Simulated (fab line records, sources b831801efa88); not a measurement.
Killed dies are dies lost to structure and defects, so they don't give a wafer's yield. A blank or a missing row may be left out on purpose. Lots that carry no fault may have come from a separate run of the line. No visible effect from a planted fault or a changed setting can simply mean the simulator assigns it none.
2 desks, one fault / flow sky130 / what lay behind the numbers comes last; until then each desk has only its own

FROM THE METROLOGY DESK
Lot by lot, what the gauges showed, no matter which tool ran the lot: averages of those sampled wafers that carry a number. Marked OUT: a lot whose mean sits more than 4 standard deviations from the usual mean, which makes it out of limits; the brackets give that distance.
Columns: A = POLY_GATE_OXIDATION_THK at SKY_POLY_GATE_THK_MEAS_21, usual 4.00 nm; B = cd-nm at SKY_POLY_GATE_CD_MEAS_22, usual 149.7 nm; C = LDD_N_OVL at SKY_LDD_N_OVL_MEAS_07, usual -0.4 nm
lot=L189; first seen here=day 15 22:22; A=3.96; B=153.1; C=0.2
lot=L193; first seen here=day 17 19:00; A=4.00; B=154.6; C=-0.3
lot=L201; first seen here=day 20 19:59; A=3.99; B=150.0; C=-0.2
lot=L202; first seen here=day 21 01:29; A=3.83; B=150.4; C=0.2
lot=L209; first seen here=day 23 19:07; A=4.05; B=151.3; C=-0.5
lot=L212; first seen here=day 24 13:33; A=4.01; B=151.0; C=0.2
This desk's verdict: no lot among the 6 shows anything out of limits.

TOOL OWNER'S DESK, implanter-02
The tool's own readings at SKY_LDD_N_IMPLANT_09, given as means over the sampled wafers that have a number, one for each lot that went through this tool. Marked OUT: a lot whose mean sits more than 4 standard deviations from the usual mean, which makes it out of limits; the brackets give that distance.
Columns: A = beam-energy-keV at SKY_LDD_N_IMPLANT_09, usual 19.999; B = faraday-current-uA at SKY_LDD_N_IMPLANT_09, usual 421
lot=L189; first seen here=day 17 02:47; A=19.988; B=420
lot=L201; first seen here=day 22 03:10; A=18.407 (-99 or more) OUT; B=419
lot=L202; first seen here=day 22 08:26; A=18.406 (-99 or more) OUT; B=412
lot=L212; first seen here=day 25 16:37; A=19.992; B=420
This desk's finding: out of limits on L201, L202; first on L201, day 22 03:10 (beam-energy-keV at SKY_LDD_N_IMPLANT_09). Within limits: L189, L212.

BROUGHT TOGETHER
The tool owner's desk could have raised an alarm at day 22 03:10, on L201, L202.
At the metrology desk, nothing out of limits was observed.
The metrology desk has L201, L202 on record, within its limits.
Every lot named ran SKY_LDD_N_IMPLANT_09 on implanter-02.

WHAT HAD BEEN PUT IN BY THE SIMULATOR
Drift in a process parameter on implanter-02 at SKY_LDD_N_IMPLANT_09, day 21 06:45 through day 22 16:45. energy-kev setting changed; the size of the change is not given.
Struck lots among those shown: L201, L202.
Hours from the fault's start to each desk's first reading out of limits: the tool owner's desk, 20.
